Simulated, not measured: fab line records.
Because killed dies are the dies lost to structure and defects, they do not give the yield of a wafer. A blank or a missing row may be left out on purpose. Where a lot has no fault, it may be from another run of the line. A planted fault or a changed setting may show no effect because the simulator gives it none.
Problem report in the 8D (eight disciplines) form, filled by code || flow gf180mcu || the parts of the form that need people (team, actions taken, sign-off) are left out

1. THE PROBLEM
heater power total W at GF_V1_SOFTBAKE_10 reads a mean of 95.45 W on 6 wafers of 2 lots; wafers without a fault read 93.05 W with a standard deviation of 0.057. Relative to the usual mean, that is a shift of +42 standard deviations.
The step: time 60 s.
Earliest sighting: wafer L342.2 on litho track-03 at day 21 12:00. The record has a number at this step for 42 wafers belonging to 14 lots. Rule for "out", or "out of limits": more than 4 standard deviations from the usual mean. The rest of the wafers with a number are treated as sound.

2. WHAT IT IS AND WHAT IT IS NOT
{"question": "which readings at this step", "is": "heater power total W, run length s", "is not": "chill plate temp C"}
{"question": "which lots", "is": "L342, L344", "is not": "L332, L333, L334, L335, L337, L338, L340, L350, L352, L353, L354, L355"}
{"question": "which wafers of those lots", "is": "all that have a number", "is not": "-"}
{"question": "read on which tools", "is": "litho track-03", "is not": "litho track-01, litho track-04"}
{"question": "when", "is": "from day 21 12:00", "is not": "up to then (21 sound wafers); but 15 sound wafers of L350, L352, L353, L354, L355 came after"}

3. SUSPECTS, AND WHAT RULES EACH OUT
Counting: any tool at a process step up to the reading is kept as a suspect provided that every lot that is out went through it and no sound lot did after the first of them.
- rtp anneal-02 at GF_SALICIDE_RTA_08 (time 30 s): ruled out as a lasting fault. Sound lots L350, L352, L353 ran on it after its first lot that is out, L342 (day 18 20:08).
- litho track-03 at GF_V1_SOFTBAKE_10 (time 60 s): ruled out as a lasting fault. Sound lots L352 ran on it after its first lot that is out, L342 (day 21 12:00).
Left after counting: nothing in the record.

4. THE CAUSE (what the simulator had put in)
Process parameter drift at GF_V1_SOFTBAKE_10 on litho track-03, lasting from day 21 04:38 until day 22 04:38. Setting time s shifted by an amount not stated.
Counting ruled it out, wrongly.

5. THE CHAIN OF EFFECTS, in route order
Each row: a reading where the mean over the struck wafers with a number is more than 3 standard deviations away from the usual. Only readings whose record carries a usual standard deviation are examined. hours: median over the lots of the time between each lot's start at the first step of this table that gives one and its start at this step. sigmas: the change, counted in usual standard deviations.
{"hours": 0, "step": "GF_V1_SOFTBAKE_10", "reading": "heater power total W", "usual": "93.05 W", "on struck wafers": 95.45, "change": "+2.40", "sigmas": "+42"}
{"hours": 0, "step": "GF_V1_SOFTBAKE_10", "reading": "run length s", "usual": "89.12 s", "on struck wafers": 84.59, "change": -4.53, "sigmas": -41}
It contains these process steps:
- GF_V1_SOFTBAKE_10: time 60 s.

6. WHAT WOULD HAVE CAUGHT IT SOONER
In this record the first reading out of limits was taken at day 21 12:00, 7 hours after the fault began at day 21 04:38.
